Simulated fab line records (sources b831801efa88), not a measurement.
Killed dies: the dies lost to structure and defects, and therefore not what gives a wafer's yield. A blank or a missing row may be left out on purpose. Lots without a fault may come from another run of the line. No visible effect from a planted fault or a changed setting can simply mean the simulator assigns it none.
fab line records :: flow sky130
record:
  lots: 12
  wafers: 36
  last-day: 50
route steps=708 shown POLY_CUT@314 METAL1@434 VIA1@461
lots untouched by any fault: they come from a run of this same line in which no faults occurred
start-h: the number of hours between the record's first day and the start of the first shown wafer of the lot :: wait-h: time in hours since the lot's previous step :: " identical to the entry in the row above :: L1.1+2: one row covering several wafers at once :: - no value present, or no start provided :: * or withheld: withheld :: < > ~ a bound
route shown NAME@n: a module of which the file shows steps, and the number in the route of the first :: usual: mean and standard deviation over wafers with no fault :: same: alike in all rows :: chamber/n: place in a boat :: sites: readings site by site :: _std_site: the standard deviation of these :: _edge_site: inner sites' mean taken away from outer sites' mean :: radius-mm: how far each site lies from the wafer's centre :: mask NAME#n: copy n :: behind: the last tool/chamber to shape the wafer :: hold: reason for holding the lot/hours on hold/outcome of the hold :: device: the transistor (n, p or np) that didn't switch :: end of line: tests run on the same wafers once the route is complete :: a step given without rows: its recipe and nothing more :: killed: not the wafer's yield, but the dies lost to structure and defects at the first sort :: map: a wafer's dies, x killed, . not, _ none there
set.NAME: the run value of the setting; set.NAME@STEP: its run value at that earlier step :: model.NAME: the simulator's own value behind a step, which no gauge read
steps of the route over a sample of lots; a table a step, a row a wafer
services: from which hour (start-h, from the record's first day; less than 0 if before it) a tool's chamber was out of use, for how many hours, and why
== steps ==
step: SKY_POLY_CUT_DEVELOP_07
recipe:
  develop-time-s: 60
  resist: KrF-thick
  dev-temp-c: 21
usual:
  exhaust-pa: 45.0/0.99
lot.wafer: L166.2
tool: litho-track-04
chamber: 0
start-h: 599
wait-h: -
exhaust-pa: 44.3

lot.wafer: L166.4
tool: litho-track-04
chamber: 0
start-h: 599
wait-h: -
exhaust-pa: 44.1

lot.wafer: L166.5
tool: litho-track-04
chamber: 0
start-h: 599
wait-h: -
exhaust-pa: 44.4

lot.wafer: L168.4
tool: litho-track-04
chamber: 0
start-h: 604
wait-h: -
exhaust-pa: 45.1

lot.wafer: L168.5
tool: litho-track-04
chamber: 0
start-h: 604
wait-h: -
exhaust-pa: 45.1

lot.wafer: L168.6
tool: litho-track-04
chamber: 0
start-h: 604
wait-h: -
exhaust-pa: 45.1

lot.wafer: L167.2
tool: litho-track-04
chamber: 0
start-h: 608
wait-h: -
exhaust-pa: 44.7

lot.wafer: L167.3
tool: litho-track-04
chamber: 0
start-h: 608
wait-h: -
exhaust-pa: 44.1

lot.wafer: L167.4
tool: litho-track-04
chamber: 0
start-h: 608
wait-h: -
exhaust-pa: 44.1

lot.wafer: L169.2
tool: litho-track-01
chamber: 0
start-h: 617
wait-h: -
exhaust-pa: 44.0

lot.wafer: L169.5
tool: litho-track-01
chamber: 0
start-h: 617
wait-h: -
exhaust-pa: 42.9

lot.wafer: L169.6
tool: litho-track-01
chamber: 0
start-h: 617
wait-h: -
exhaust-pa: 43.5

lot.wafer: L170.2
tool: litho-track-04
chamber: 0
start-h: 629
wait-h: -
exhaust-pa: 43.4

lot.wafer: L170.4
tool: litho-track-04
chamber: 0
start-h: 629
wait-h: -
exhaust-pa: 44.5

lot.wafer: L170.6
tool: litho-track-04
chamber: 0
start-h: 630
wait-h: -
exhaust-pa: 45.3

lot.wafer: L173.1
tool: litho-track-03
chamber: 0
start-h: 645
wait-h: -
exhaust-pa: 46.3

lot.wafer: L173.4
tool: litho-track-03
chamber: 0
start-h: 645
wait-h: -
exhaust-pa: 44.9

lot.wafer: L173.6
tool: litho-track-03
chamber: 0
start-h: 646
wait-h: -
exhaust-pa: 46.4

lot.wafer: L174.2
tool: litho-track-01
chamber: 0
start-h: 655
wait-h: -
exhaust-pa: 46.7

lot.wafer: L174.3
tool: litho-track-01
chamber: 0
start-h: 655
wait-h: -
exhaust-pa: 46.2

lot.wafer: L174.6
tool: litho-track-01
chamber: 0
start-h: 655
wait-h: -
exhaust-pa: 46.3

lot.wafer: L176.2
tool: litho-track-01
chamber: 0
start-h: 672
wait-h: -
exhaust-pa: 43.7

lot.wafer: L176.3
tool: litho-track-01
chamber: 0
start-h: 672
wait-h: -
exhaust-pa: 44.8

lot.wafer: L176.6
tool: litho-track-01
chamber: 0
start-h: 672
wait-h: -
exhaust-pa: 44.8

lot.wafer: L177.1
tool: litho-track-04
chamber: 0
start-h: 685
wait-h: -
exhaust-pa: 44.1

lot.wafer: L177.2
tool: litho-track-04
chamber: 0
start-h: 685
wait-h: -
exhaust-pa: 44.6

lot.wafer: L177.6
tool: litho-track-04
chamber: 0
start-h: 685
wait-h: -
exhaust-pa: 46.1

lot.wafer: L178.3
tool: litho-track-03
chamber: 0
start-h: 685
wait-h: -
exhaust-pa: 45.3

lot.wafer: L178.5
tool: litho-track-03
chamber: 0
start-h: 685
wait-h: -
exhaust-pa: 45.3

lot.wafer: L178.6
tool: litho-track-03
chamber: 0
start-h: 685
wait-h: -
exhaust-pa: 44.1

lot.wafer: L179.1
tool: litho-track-01
chamber: 0
start-h: 693
wait-h: -
exhaust-pa: 44.3

lot.wafer: L179.3
tool: litho-track-01
chamber: 0
start-h: 693
wait-h: -
exhaust-pa: 43.8

lot.wafer: L179.5
tool: litho-track-01
chamber: 0
start-h: 693
wait-h: -
exhaust-pa: 44.8

lot.wafer: L186.1
tool: litho-track-03
chamber: 0
start-h: 746
wait-h: -
exhaust-pa: 46.8

lot.wafer: L186.5
tool: litho-track-03
chamber: 0
start-h: 747
wait-h: -
exhaust-pa: 46.4

lot.wafer: L186.6
tool: litho-track-03
chamber: 0
start-h: 747
wait-h: -
exhaust-pa: 43.7
step: SKY_POLY_CUT_CD_MEAS_08
recipe:
  target-cd-nm: 270
usual:
  cd-nm: 270.3/1.5
lot.wafer: L166.2
tool: cd-sem-02
chamber: -
start-h: 599.48
wait-h: -
cd-nm: 271.4

lot.wafer: L166.4
tool: cd-sem-02
chamber: -
start-h: 599.48
wait-h: -
cd-nm: 269.7

lot.wafer: L166.5
tool: cd-sem-02
chamber: -
start-h: 599.48
wait-h: -
cd-nm: 271.9

lot.wafer: L168.4
tool: cd-sem-02
chamber: -
start-h: 604.32
wait-h: -
cd-nm: 271.9

lot.wafer: L168.5
tool: cd-sem-02
chamber: -
start-h: 604.32
wait-h: -
cd-nm: 270.4

lot.wafer: L168.6
tool: cd-sem-02
chamber: -
start-h: 604.32
wait-h: -
cd-nm: 271.8

lot.wafer: L167.2
tool: cd-sem-02
chamber: -
start-h: 608.93
wait-h: -
cd-nm: 268.2

lot.wafer: L167.3
tool: cd-sem-02
chamber: -
start-h: 608.93
wait-h: -
cd-nm: 269.9

lot.wafer: L167.4
tool: cd-sem-02
chamber: -
start-h: 608.93
wait-h: -
cd-nm: 270.1

lot.wafer: L169.2
tool: cd-sem-02
chamber: -
start-h: 617.15
wait-h: -
cd-nm: 271.0

lot.wafer: L169.5
tool: cd-sem-02
chamber: -
start-h: 617.15
wait-h: -
cd-nm: 270.4

lot.wafer: L169.6
tool: cd-sem-02
chamber: -
start-h: 617.15
wait-h: -
cd-nm: 271.5

lot.wafer: L170.2
tool: cd-sem-01
chamber: -
start-h: 630.08
wait-h: -
cd-nm: 269.4

lot.wafer: L170.4
tool: cd-sem-01
chamber: -
start-h: 630.08
wait-h: -
cd-nm: 269.8

lot.wafer: L170.6
tool: cd-sem-01
chamber: -
start-h: 630.08
wait-h: -
cd-nm: 269.8

lot.wafer: L173.1
tool: cd-sem-02
chamber: -
start-h: 646.05
wait-h: -
cd-nm: 266.1

lot.wafer: L173.4
tool: cd-sem-02
chamber: -
start-h: 646.05
wait-h: -
cd-nm: 267.8

lot.wafer: L173.6
tool: cd-sem-02
chamber: -
start-h: 646.05
wait-h: -
cd-nm: 266.1

lot.wafer: L174.2
tool: cd-sem-02
chamber: -
start-h: 655.75
wait-h: -
cd-nm: 272.8

lot.wafer: L174.3
tool: cd-sem-02
chamber: -
start-h: 655.75
wait-h: -
cd-nm: 270.4

lot.wafer: L174.6
tool: cd-sem-02
chamber: -
start-h: 655.75
wait-h: -
cd-nm: 271.0

lot.wafer: L176.2
tool: cd-sem-02
chamber: -
start-h: 672.15
wait-h: -
cd-nm: 264.1

lot.wafer: L176.3
tool: cd-sem-02
chamber: -
start-h: 672.15
wait-h: -
cd-nm: 265.4

lot.wafer: L176.6
tool: cd-sem-02
chamber: -
start-h: 672.15
wait-h: -
cd-nm: 264.7

lot.wafer: L177.1
tool: cd-sem-02
chamber: -
start-h: 685.16
wait-h: -
cd-nm: 271.3

lot.wafer: L177.2
tool: cd-sem-02
chamber: -
start-h: 685.16
wait-h: -
cd-nm: 270.6

lot.wafer: L177.6
tool: cd-sem-02
chamber: -
start-h: 685.16
wait-h: -
cd-nm: 270.9

lot.wafer: L178.3
tool: cd-sem-02
chamber: -
start-h: 685.34
wait-h: -
cd-nm: 271.2

lot.wafer: L178.5
tool: cd-sem-02
chamber: -
start-h: 685.34
wait-h: -
cd-nm: 271.3

lot.wafer: L178.6
tool: cd-sem-02
chamber: -
start-h: 685.34
wait-h: -
cd-nm: 271.9

lot.wafer: L179.1
tool: cd-sem-01
chamber: -
start-h: 693.83
wait-h: -
cd-nm: 264.7

lot.wafer: L179.3
tool: cd-sem-01
chamber: -
start-h: 693.83
wait-h: -
cd-nm: 263.0

lot.wafer: L179.5
tool: cd-sem-01
chamber: -
start-h: 693.83
wait-h: -
cd-nm: 263.1

lot.wafer: L186.1
tool: cd-sem-02
chamber: -
start-h: 747.10
wait-h: -
cd-nm: 271.5

lot.wafer: L186.5
tool: cd-sem-02
chamber: -
start-h: 747.10
wait-h: -
cd-nm: 269.9

lot.wafer: L186.6
tool: cd-sem-02
chamber: -
start-h: 747.10
wait-h: -
cd-nm: 271.2
step: SKY_METAL1_SPUTTER_00
recipe:
  material: Ti
  target-thk-nm: 15
  power-w: 3000
  time-s: 10
  chamber-pressure-pa: 0.4
usual:
  throttle-valve-pct: 30.7/0.66
lot.wafer: L166.2
tool: pvd-sputter-04
chamber: -
start-h: 774.64
wait-h: 0.1
throttle-valve-pct: 29.7

lot.wafer: L166.4
tool: pvd-sputter-04
chamber: -
start-h: 774.64
wait-h: 0.1
throttle-valve-pct: 30.5

lot.wafer: L166.5
tool: pvd-sputter-04
chamber: -
start-h: 774.64
wait-h: 0.1
throttle-valve-pct: 30.6

lot.wafer: L168.4
tool: pvd-sputter-02
chamber: -
start-h: 778.86
wait-h: 0.2
throttle-valve-pct: 30.7

lot.wafer: L168.5
tool: pvd-sputter-02
chamber: -
start-h: 778.86
wait-h: 0.2
throttle-valve-pct: 30.6

lot.wafer: L168.6
tool: pvd-sputter-02
chamber: -
start-h: 778.86
wait-h: 0.2
throttle-valve-pct: 31.0

lot.wafer: L167.2
tool: pvd-sputter-04
chamber: -
start-h: 785.43
wait-h: 0.1
throttle-valve-pct: 30.5

lot.wafer: L167.3
tool: pvd-sputter-04
chamber: -
start-h: 785.43
wait-h: 0.1
throttle-valve-pct: 30.0

lot.wafer: L167.4
tool: pvd-sputter-04
chamber: -
start-h: 785.43
wait-h: 0.1
throttle-valve-pct: 30.6

lot.wafer: L169.2
tool: pvd-sputter-04
chamber: -
start-h: 790.45
wait-h: 0.1
throttle-valve-pct: 30.4

lot.wafer: L169.5
tool: pvd-sputter-04
chamber: -
start-h: 790.45
wait-h: 0.1
throttle-valve-pct: 30.4

lot.wafer: L169.6
tool: pvd-sputter-04
chamber: -
start-h: 790.45
wait-h: 0.1
throttle-valve-pct: 30.7

lot.wafer: L170.2
tool: pvd-sputter-01
chamber: -
start-h: 803.01
wait-h: 0.1
throttle-valve-pct: 31.0

lot.wafer: L170.4
tool: pvd-sputter-01
chamber: -
start-h: 803.01
wait-h: 0.1
throttle-valve-pct: 31.2

lot.wafer: L170.6
tool: pvd-sputter-01
chamber: -
start-h: 803.01
wait-h: 0.1
throttle-valve-pct: 31.3

lot.wafer: L173.1
tool: pvd-sputter-04
chamber: -
start-h: 817.42
wait-h: 0.1
throttle-valve-pct: 30.5

lot.wafer: L173.4
tool: pvd-sputter-04
chamber: -
start-h: 817.42
wait-h: 0.1
throttle-valve-pct: 30.0

lot.wafer: L173.6
tool: pvd-sputter-04
chamber: -
start-h: 817.42
wait-h: 0.1
throttle-valve-pct: 31.6

lot.wafer: L174.2
tool: pvd-sputter-04
chamber: -
start-h: 826.14
wait-h: 0.1
throttle-valve-pct: 29.6

lot.wafer: L174.3
tool: pvd-sputter-04
chamber: -
start-h: 826.14
wait-h: 0.1
throttle-valve-pct: 30.4

lot.wafer: L174.6
tool: pvd-sputter-04
chamber: -
start-h: 826.14
wait-h: 0.1
throttle-valve-pct: 29.8

lot.wafer: L176.2
tool: pvd-sputter-01
chamber: -
start-h: 842.03
wait-h: 0.1
throttle-valve-pct: 31.0

lot.wafer: L176.3
tool: pvd-sputter-01
chamber: -
start-h: 842.03
wait-h: 0.1
throttle-valve-pct: 31.2

lot.wafer: L176.6
tool: pvd-sputter-01
chamber: -
start-h: 842.03
wait-h: 0.1
throttle-valve-pct: 30.6

lot.wafer: L178.3
tool: pvd-sputter-04
chamber: -
start-h: 851.88
wait-h: 0.1
throttle-valve-pct: 30.3

lot.wafer: L178.5
tool: pvd-sputter-04
chamber: -
start-h: 851.88
wait-h: 0.1
throttle-valve-pct: 31.7

lot.wafer: L178.6
tool: pvd-sputter-04
chamber: -
start-h: 851.88
wait-h: 0.1
throttle-valve-pct: 29.6

lot.wafer: L177.1
tool: pvd-sputter-02
chamber: -
start-h: 852.81
wait-h: 0.2
throttle-valve-pct: 30.8

lot.wafer: L177.2
tool: pvd-sputter-02
chamber: -
start-h: 852.81
wait-h: 0.2
throttle-valve-pct: 31.2

lot.wafer: L177.6
tool: pvd-sputter-02
chamber: -
start-h: 852.81
wait-h: 0.2
throttle-valve-pct: 31.5

lot.wafer: L179.1
tool: pvd-sputter-04
chamber: -
start-h: 863.79
wait-h: 0.1
throttle-valve-pct: 30.4

lot.wafer: L179.3
tool: pvd-sputter-04
chamber: -
start-h: 863.79
wait-h: 0.1
throttle-valve-pct: 30.4

lot.wafer: L179.5
tool: pvd-sputter-04
chamber: -
start-h: 863.79
wait-h: 0.1
throttle-valve-pct: 31.6

lot.wafer: L186.1
tool: pvd-sputter-02
chamber: -
start-h: 909.81
wait-h: 0.1
throttle-valve-pct: 30.4

lot.wafer: L186.5
tool: pvd-sputter-02
chamber: -
start-h: 909.81
wait-h: 0.1
throttle-valve-pct: 30.5

lot.wafer: L186.6
tool: pvd-sputter-02
chamber: -
start-h: 909.81
wait-h: 0.1
throttle-valve-pct: 30.9
step: SKY_METAL1_ETCH_18
recipe:
  chemistry: N2/H2
  target: BARC
  ion-energy-ev: 200
  bias-w: 100
  pressure-mtorr: 30
  n2-flow-sccm: 100
  h2-flow-sccm: 200
  icp-w: 500
  stop-on: SiO2
  time-s: 45.9
  target-depth-a: 600
usual:
  drypump-motor-current-A: 5.8/0.54
  oes-product-au: 0.855/0.0051
  throttle-valve-pct: 13.224/0.0088
lot.wafer: L166.2
tool: rie-metal-02
chamber: 0
start-h: 801.37
wait-h: 0.1
drypump-motor-current-A: 5.8
oes-product-au: 0.857
rf-hours-counter-h: -
throttle-valve-pct: 13.219

lot.wafer: L166.4
tool: rie-metal-02
chamber: 0
start-h: 801.37
wait-h: 0.1
drypump-motor-current-A: 5.8
oes-product-au: 0.862
rf-hours-counter-h: -
throttle-valve-pct: 13.225

lot.wafer: L166.5
tool: rie-metal-02
chamber: 0
start-h: 801.37
wait-h: 0.1
drypump-motor-current-A: 5.7
oes-product-au: 0.855
rf-hours-counter-h: -
throttle-valve-pct: 13.211

lot.wafer: L168.4
tool: rie-metal-03
chamber: 0
start-h: 805.36
wait-h: 0.0
drypump-motor-current-A: 5.4
oes-product-au: 0.855
rf-hours-counter-h: -
throttle-valve-pct: 13.230

lot.wafer: L168.5
tool: rie-metal-03
chamber: 0
start-h: 805.36
wait-h: 0.0
drypump-motor-current-A: 5.4
oes-product-au: 0.846
rf-hours-counter-h: -
throttle-valve-pct: 13.214

lot.wafer: L168.6
tool: rie-metal-03
chamber: 1
start-h: 805.36
wait-h: 0.0
drypump-motor-current-A: 5.1
oes-product-au: 0.850
rf-hours-counter-h: -
throttle-valve-pct: 13.236

lot.wafer: L167.2
tool: rie-metal-01
chamber: 1
start-h: 812.00
wait-h: 0.0
drypump-motor-current-A: 6.6
oes-product-au: 0.863
rf-hours-counter-h: 13
throttle-valve-pct: 13.240

lot.wafer: L167.3
tool: rie-metal-01
chamber: 0
start-h: 812.00
wait-h: 0.0
drypump-motor-current-A: 6.2
oes-product-au: 0.859
rf-hours-counter-h: -
throttle-valve-pct: 13.231

lot.wafer: L167.4
tool: rie-metal-01
chamber: 1
start-h: 812.00
wait-h: 0.0
drypump-motor-current-A: 6.5
oes-product-au: 0.850
rf-hours-counter-h: -
throttle-valve-pct: 13.216

lot.wafer: L169.2
tool: rie-metal-01
chamber: 0
start-h: 816.99
wait-h: 0.0
drypump-motor-current-A: 6.2
oes-product-au: 0.857
rf-hours-counter-h: 11
throttle-valve-pct: 13.225

lot.wafer: L169.5
tool: rie-metal-01
chamber: 0
start-h: 816.99
wait-h: 0.0
drypump-motor-current-A: 6.2
oes-product-au: 0.853
rf-hours-counter-h: -
throttle-valve-pct: 13.217

lot.wafer: L169.6
tool: rie-metal-01
chamber: 1
start-h: 816.99
wait-h: 0.0
drypump-motor-current-A: 6.5
oes-product-au: 0.856
rf-hours-counter-h: -
throttle-valve-pct: 13.216

lot.wafer: L170.2
tool: rie-metal-03
chamber: 1
start-h: 829.45
wait-h: 0.0
drypump-motor-current-A: 5.1
oes-product-au: 0.853
rf-hours-counter-h: 9
throttle-valve-pct: 13.227

lot.wafer: L170.4
tool: rie-metal-03
chamber: 0
start-h: 829.45
wait-h: 0.0
drypump-motor-current-A: 5.4
oes-product-au: 0.855
rf-hours-counter-h: -
throttle-valve-pct: 13.227

lot.wafer: L170.6
tool: rie-metal-03
chamber: 1
start-h: 829.45
wait-h: 0.0
drypump-motor-current-A: 5.1
oes-product-au: 0.856
rf-hours-counter-h: -
throttle-valve-pct: 13.244

lot.wafer: L173.1
tool: rie-metal-02
chamber: 0
start-h: 842.50
wait-h: 0.1
drypump-motor-current-A: 5.8
oes-product-au: 0.854
rf-hours-counter-h: 11
throttle-valve-pct: 13.219

lot.wafer: L173.4
tool: rie-metal-02
chamber: 0
start-h: 842.50
wait-h: 0.1
drypump-motor-current-A: 5.8
oes-product-au: 0.854
rf-hours-counter-h: -
throttle-valve-pct: 13.233

lot.wafer: L173.6
tool: rie-metal-02
chamber: 0
start-h: 842.50
wait-h: 0.1
drypump-motor-current-A: 5.8
oes-product-au: 0.850
rf-hours-counter-h: -
throttle-valve-pct: 13.213

lot.wafer: L174.2
tool: rie-metal-03
chamber: 0
start-h: 852.75
wait-h: 0.0
drypump-motor-current-A: 5.4
oes-product-au: 0.857
rf-hours-counter-h: 13
throttle-valve-pct: 13.217

lot.wafer: L174.3
tool: rie-metal-03
chamber: 1
start-h: 852.75
wait-h: 0.0
drypump-motor-current-A: 5.1
oes-product-au: 0.852
rf-hours-counter-h: -
throttle-valve-pct: 13.213

lot.wafer: L174.6
tool: rie-metal-03
chamber: 0
start-h: 852.75
wait-h: 0.0
drypump-motor-current-A: 5.4
oes-product-au: 0.855
rf-hours-counter-h: -
throttle-valve-pct: 13.220

lot.wafer: L176.2
tool: rie-metal-01
chamber: 1
start-h: 868.55
wait-h: 0.0
drypump-motor-current-A: 6.6
oes-product-au: 0.843
rf-hours-counter-h: 15
throttle-valve-pct: 13.231

lot.wafer: L176.3
tool: rie-metal-01
chamber: 0
start-h: 868.55
wait-h: 0.0
drypump-motor-current-A: 6.2
oes-product-au: 0.847
rf-hours-counter-h: -
throttle-valve-pct: 13.225

lot.wafer: L176.6
tool: rie-metal-01
chamber: 0
start-h: 868.55
wait-h: 0.0
drypump-motor-current-A: 6.2
oes-product-au: 0.869
rf-hours-counter-h: -
throttle-valve-pct: 13.217

lot.wafer: L178.3
tool: rie-metal-01
chamber: 1
start-h: 878.66
wait-h: 0.0
drypump-motor-current-A: 6.6
oes-product-au: 0.858
rf-hours-counter-h: -
throttle-valve-pct: 13.229

lot.wafer: L178.5
tool: rie-metal-01
chamber: 0
start-h: 878.66
wait-h: 0.0
drypump-motor-current-A: 6.2
oes-product-au: 0.851
rf-hours-counter-h: -
throttle-valve-pct: 13.223

lot.wafer: L178.6
tool: rie-metal-01
chamber: 1
start-h: 878.66
wait-h: 0.0
drypump-motor-current-A: 6.6
oes-product-au: 0.853
rf-hours-counter-h: -
throttle-valve-pct: 13.245

lot.wafer: L177.1
tool: rie-metal-02
chamber: 0
start-h: 879.29
wait-h: 0.0
drypump-motor-current-A: 5.7
oes-product-au: 0.856
rf-hours-counter-h: 12
throttle-valve-pct: 13.220

lot.wafer: L177.2
tool: rie-metal-02
chamber: 1
start-h: 879.29
wait-h: 0.0
drypump-motor-current-A: 4.9
oes-product-au: 0.867
rf-hours-counter-h: 1
throttle-valve-pct: 13.233

lot.wafer: L177.6
tool: rie-metal-02
chamber: 0
start-h: 879.29
wait-h: 0.0
drypump-motor-current-A: 5.8
oes-product-au: 0.849
rf-hours-counter-h: -
throttle-valve-pct: 13.217

lot.wafer: L179.1
tool: rie-metal-02
chamber: 0
start-h: 889.75
wait-h: 0.0
drypump-motor-current-A: 5.8
oes-product-au: 0.860
rf-hours-counter-h: 13
throttle-valve-pct: 13.210

lot.wafer: L179.3
tool: rie-metal-02
chamber: 1
start-h: 889.75
wait-h: 0.0
drypump-motor-current-A: 4.9
oes-product-au: 0.855
rf-hours-counter-h: -
throttle-valve-pct: 13.229

lot.wafer: L179.5
tool: rie-metal-02
chamber: 0
start-h: 889.75
wait-h: 0.0
drypump-motor-current-A: 5.8
oes-product-au: 0.863
rf-hours-counter-h: -
throttle-valve-pct: 13.214

lot.wafer: L186.1
tool: rie-metal-01
chamber: 0
start-h: 934.82
wait-h: 0.0
drypump-motor-current-A: 6.2
oes-product-au: 0.854
rf-hours-counter-h: 15
throttle-valve-pct: 13.242

lot.wafer: L186.5
tool: rie-metal-01
chamber: 1
start-h: 934.82
wait-h: 0.0
drypump-motor-current-A: 6.6
oes-product-au: 0.858
rf-hours-counter-h: -
throttle-valve-pct: 13.225

lot.wafer: L186.6
tool: rie-metal-01
chamber: 0
start-h: 934.82
wait-h: 0.0
drypump-motor-current-A: 6.2
oes-product-au: 0.849
rf-hours-counter-h: -
throttle-valve-pct: 13.225
step: SKY_VIA1_BOW_MEAS_03
recipe:
  mode: bow
usual:
  VIA1_BOW: 81/6.4
lot.wafer: L166.2
tool: film-metro-04
chamber: -
start-h: 802.74
wait-h: 0.2
VIA1_BOW[um]: 81

lot.wafer: L166.4
tool: film-metro-04
chamber: -
start-h: 802.74
wait-h: 0.2
VIA1_BOW[um]: 70

lot.wafer: L166.5
tool: film-metro-04
chamber: -
start-h: 802.74
wait-h: 0.2
VIA1_BOW[um]: 76

lot.wafer: L168.4
tool: film-metro-01
chamber: -
start-h: 806.61
wait-h: 0.3
VIA1_BOW[um]: 93

lot.wafer: L168.5
tool: film-metro-01
chamber: -
start-h: 806.61
wait-h: 0.3
VIA1_BOW[um]: 90

lot.wafer: L168.6
tool: film-metro-01
chamber: -
start-h: 806.61
wait-h: 0.3
VIA1_BOW[um]: 72

lot.wafer: L167.2
tool: film-metro-01
chamber: -
start-h: 813.28
wait-h: 0.2
VIA1_BOW[um]: 75

lot.wafer: L167.3
tool: film-metro-01
chamber: -
start-h: 813.28
wait-h: 0.2
VIA1_BOW[um]: 80

lot.wafer: L167.4
tool: film-metro-01
chamber: -
start-h: 813.28
wait-h: 0.2
VIA1_BOW[um]: 89

lot.wafer: L169.2
tool: film-metro-04
chamber: -
start-h: 818.31
wait-h: 0.3
VIA1_BOW[um]: 76

lot.wafer: L169.5
tool: film-metro-04
chamber: -
start-h: 818.31
wait-h: 0.3
VIA1_BOW[um]: 72

lot.wafer: L169.6
tool: film-metro-04
chamber: -
start-h: 818.31
wait-h: 0.3
VIA1_BOW[um]: 77

lot.wafer: L170.2
tool: film-metro-01
chamber: -
start-h: 830.73
wait-h: 0.3
VIA1_BOW[um]: 88

lot.wafer: L170.4
tool: film-metro-01
chamber: -
start-h: 830.73
wait-h: 0.3
VIA1_BOW[um]: 81

lot.wafer: L170.6
tool: film-metro-01
chamber: -
start-h: 830.73
wait-h: 0.3
VIA1_BOW[um]: 85

lot.wafer: L173.1
tool: film-metro-03
chamber: -
start-h: 843.90
wait-h: 0.2
VIA1_BOW[um]: 74

lot.wafer: L173.4
tool: film-metro-03
chamber: -
start-h: 843.90
wait-h: 0.2
VIA1_BOW[um]: 84

lot.wafer: L173.6
tool: film-metro-03
chamber: -
start-h: 843.90
wait-h: 0.2
VIA1_BOW[um]: 75

lot.wafer: L174.2
tool: film-metro-04
chamber: -
start-h: 853.99
wait-h: 0.2
VIA1_BOW[um]: 81

lot.wafer: L174.3
tool: film-metro-04
chamber: -
start-h: 853.99
wait-h: 0.2
VIA1_BOW[um]: 83

lot.wafer: L174.6
tool: film-metro-04
chamber: -
start-h: 853.99
wait-h: 0.2
VIA1_BOW[um]: 81

lot.wafer: L176.2
tool: film-metro-03
chamber: -
start-h: 869.79
wait-h: 0.2
VIA1_BOW[um]: 73

lot.wafer: L176.3
tool: film-metro-03
chamber: -
start-h: 869.79
wait-h: 0.2
VIA1_BOW[um]: 80

lot.wafer: L176.6
tool: film-metro-03
chamber: -
start-h: 869.79
wait-h: 0.2
VIA1_BOW[um]: 75

lot.wafer: L178.3
tool: film-metro-01
chamber: -
start-h: 879.89
wait-h: 0.1
VIA1_BOW[um]: 74

lot.wafer: L178.5
tool: film-metro-01
chamber: -
start-h: 879.89
wait-h: 0.1
VIA1_BOW[um]: 73

lot.wafer: L178.6
tool: film-metro-01
chamber: -
start-h: 879.89
wait-h: 0.1
VIA1_BOW[um]: 84

lot.wafer: L177.1
tool: film-metro-03
chamber: -
start-h: 880.75
wait-h: 0.2
VIA1_BOW[um]: 78

lot.wafer: L177.2
tool: film-metro-03
chamber: -
start-h: 880.75
wait-h: 0.2
VIA1_BOW[um]: 87

lot.wafer: L177.6
tool: film-metro-03
chamber: -
start-h: 880.75
wait-h: 0.2
VIA1_BOW[um]: 80

lot.wafer: L179.1
tool: film-metro-01
chamber: -
start-h: 891.19
wait-h: 0.2
VIA1_BOW[um]: 91

lot.wafer: L179.3
tool: film-metro-01
chamber: -
start-h: 891.19
wait-h: 0.2
VIA1_BOW[um]: 81

lot.wafer: L179.5
tool: film-metro-01
chamber: -
start-h: 891.19
wait-h: 0.2
VIA1_BOW[um]: 74

lot.wafer: L186.1
tool: film-metro-04
chamber: -
start-h: 936.07
wait-h: 0.1
VIA1_BOW[um]: 83

lot.wafer: L186.5
tool: film-metro-04
chamber: -
start-h: 936.07
wait-h: 0.1
VIA1_BOW[um]: 85

lot.wafer: L186.6
tool: film-metro-04
chamber: -
start-h: 936.07
wait-h: 0.1
VIA1_BOW[um]: 93
== services ==
tool: pvd-sputter-01
chamber: -
start-h: 584.31
hours: 35.5
kind: repair

tool: rie-metal-02
chamber: 0
start-h: 599.34
hours: -
kind: clean

tool: rie-metal-02
chamber: 0
start-h: 599.34
hours: 25.0
kind: scheduled-down

tool: rie-metal-02
chamber: 0
start-h: 599.34
hours: 25.0
kind: vent-cycle

tool: pvd-sputter-04
chamber: 0
start-h: 645.18
hours: -
kind: consumable-replace:kit

tool: pvd-sputter-04
chamber: 0
start-h: 645.18
hours: 18.0
kind: scheduled-down

tool: pvd-sputter-04
chamber: 0
start-h: 645.18
hours: 18.0
kind: vent-cycle

tool: litho-track-04
chamber: -
start-h: 681.46
hours: -
kind: consumable-replace:filter

tool: pvd-sputter-04
chamber: -
start-h: 683.08
hours: 3.4
kind: repair

tool: rie-metal-02
chamber: 1
start-h: 683.28
hours: 152.9
kind: repair

tool: pvd-sputter-02
chamber: 2
start-h: 743.75
hours: -
kind: consumable-replace:kit

tool: pvd-sputter-02
chamber: 2
start-h: 743.75
hours: 18.0
kind: scheduled-down

tool: pvd-sputter-02
chamber: 2
start-h: 743.75
hours: 18.0
kind: vent-cycle

tool: rie-metal-02
chamber: 0
start-h: 767.60
hours: 19.3
kind: repair

tool: rie-metal-02
chamber: 1
start-h: 836.19
hours: -
kind: clean

tool: rie-metal-02
chamber: 1
start-h: 836.19
hours: 18.0
kind: scheduled-down

tool: rie-metal-02
chamber: 1
start-h: 836.19
hours: 18.0
kind: vent-cycle

tool: pvd-sputter-01
chamber: -
start-h: 842.19
hours: 4.7
kind: repair

tool: pvd-sputter-04
chamber: 3
start-h: 886.68
hours: -
kind: consumable-replace:kit

tool: pvd-sputter-04
chamber: 3
start-h: 886.68
hours: 18.0
kind: scheduled-down

tool: pvd-sputter-04
chamber: 3
start-h: 886.68
hours: 18.0
kind: vent-cycle

tool: rie-metal-01
chamber: -
start-h: 887.68
hours: 2.8
kind: pm

tool: pvd-sputter-04
chamber: -
start-h: 911.31
hours: 1.6
kind: repair

tool: rie-metal-02
chamber: 0
start-h: 932.27
hours: 21.6
kind: repair
== key ==
first-sign:
  step: SKY_POLY_CUT_CD_MEAS_08
  reading: cd-nm
  direction: down
  sigmas: 4.1
  usual: 270.3
  struck: 264.2
effect none on later readings
met-at SKY_POLY_CUT_DEVELOP_07
struck-lots L176,L179
tester-left-out L176,L179
not-acting-at SKY_METAL1_SPUTTER_00,SKY_METAL1_ETCH_18,SKY_VIA1_BOW_MEAS_03
onset-between 655 672
fault:
  kind: process-parameter-drift
  tool: litho-track-01
  chamber: -
  onset-h: 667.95
  steps: SKY_POLY_CUT_DEVELOP_07
  channel: develop-time-s
  offset: *
  shape: step
  end-h: 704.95
  acts-in: *
  stated: *
tester-left-out: of these lots the tester's yield and bins aren't shown, on N5 and GAA mostly nor the transistor test; their killed dies are dies lost to structure and defects alone, not to doping, threshold or leakage, so they don't give the yield
